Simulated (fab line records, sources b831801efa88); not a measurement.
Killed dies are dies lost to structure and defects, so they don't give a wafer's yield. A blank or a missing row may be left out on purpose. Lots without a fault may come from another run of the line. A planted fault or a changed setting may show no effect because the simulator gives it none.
Problem report in the 8D (eight disciplines) form, filled by code | flow sky130 | the parts of the form that need people (team, actions taken, sign-off) are left out

1. THE PROBLEM
head_pressure_psi at SKY_CONTACT_CMP_04 reads a mean of 1.077 psi on 6 wafers of 2 lots; wafers without a fault read 4.000 psi with a standard deviation of 0.0081. That is -99 or more standard deviations from the usual mean.
The step: polishes SiO2.
First seen on wafer L418.1, day 36 02:34, on cmp-02. The record holds 33 wafers of 11 lots with a number at this step. Rule for "out", or "out of limits": more than 4 standard deviations from the usual mean. The other wafers with a number count as sound.

2. WHAT IT IS AND WHAT IT IS NOT
question                    | is                                                     | is not
which readings at this step | head_pressure_psi, motor_current_A, time_to_endpoint_s | edge_zone_pressure_frac
which lots                  | L414, L418                                             | L403, L404, L406, L407, L408, L410, L412, L415, L423
which wafers of those lots  | all that have a number                                 | -
read on which tools         | cmp-02                                                 | cmp-01
when                        | from day 36 02:34                                      | up to then (21 sound wafers); but 6 sound wafers of L415, L423 came after

3. SUSPECTS, AND WHAT RULES EACH OUT
Counting: a tool at a process step up to the reading stays a suspect if it ran every lot that is out and no sound lot after the first of them.
- pvd_sputter-01 at SKY_LOCAL_INTERCONNECT_SPUTTER_00 (material TiN, target thk 100 nm, time 83.3 s): kept. It ran every lot that is out, first L418 (day 34 23:16), and no sound lot after that; its last sound lot up to then is L412 (day 32 10:39).
- plasma_asher-04 at SKY_LOCAL_INTERCONNECT_STRIP_15 (strips in O2/N2): ruled out as a lasting fault. Sound lots L415, L423 ran on it after its first lot that is out, L418 (day 36 01:41).
- cmp-02 at SKY_CONTACT_CMP_04 (polishes SiO2): kept. It ran every lot that is out, first L418 (day 36 02:34), and no sound lot after that; its last sound lot up to then is L412 (day 33 14:12). Its own readings are out on those wafers: head_pressure_psi, motor_current_A, time_to_endpoint_s.
Left after counting: pvd_sputter-01 at SKY_LOCAL_INTERCONNECT_SPUTTER_00, cmp-02 at SKY_CONTACT_CMP_04.

4. THE CAUSE (what the simulator had put in)
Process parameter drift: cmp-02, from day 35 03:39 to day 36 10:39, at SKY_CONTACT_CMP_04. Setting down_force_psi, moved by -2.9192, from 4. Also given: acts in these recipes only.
Counting left 2 suspects, and this tool is among them.

5. THE CHAIN OF EFFECTS, in route order
Each row: a reading whose mean over the struck wafers that have a number lies more than 3 standard deviations from the usual. Only readings for which the record gives a usual standard deviation are gone through. hours: the time from each lot's start at the first step in this table that gives one to its start at this step, as a median over the lots. sigmas: the change in usual standard deviations.
hours | step                  | reading            | usual      | on struck wafers | change | sigmas
0     | SKY_CONTACT_CMP_04    | head_pressure_psi  | 4.000 psi  | 1.077            | -2.923 | -99 or more
0     | SKY_CONTACT_CMP_04    | motor_current_A    | 12.8 A     | 6.5              | -6.3   | -5.7
0     | SKY_CONTACT_CMP_04    | time_to_endpoint_s | 81 s       | 108              | +27    | +5.6
26    | SKY_CONTACT_ETCH_17   | oes_product_au     | 0.891 a.u. | 1.004            | +0.113 | +24
-     | SKY_CONTACT_ETCH_18   | oes_product_au     | 0.856 a.u. | 0.410            | -0.446 | -51
-     | SKY_CONTACT_ETCH_18   | throttle_valve_pct | 8.794 %    | 8.686            | -0.108 | -11
330   | SKY_PAD_OPEN_PROBE_99 | killed_at_contacts | 24         | 431              | +407   | +90
330   | SKY_PAD_OPEN_PROBE_99 | killed_dies        | 86         | 492              | +406   | +42
330   | SKY_PAD_OPEN_PROBE_99 | killed_on_rim      | 17         | 96               | +79    | +21
The process steps in it:
- SKY_CONTACT_CMP_04: polishes SiO2.
- SKY_CONTACT_ETCH_17: etches SiO2 in C4F8/O2/Ar, stops on Si3N4, target depth 340 nm.
- SKY_CONTACT_ETCH_18: etches Si3N4 in CHF3/O2, stops on TiN, time 39 s, target depth 75 nm.
- SKY_PAD_OPEN_PROBE_99

6. WHAT WOULD HAVE CAUGHT IT SOONER
In this record the first reading out of limits was taken at day 36 02:34, 23 hours after the fault began at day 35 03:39.
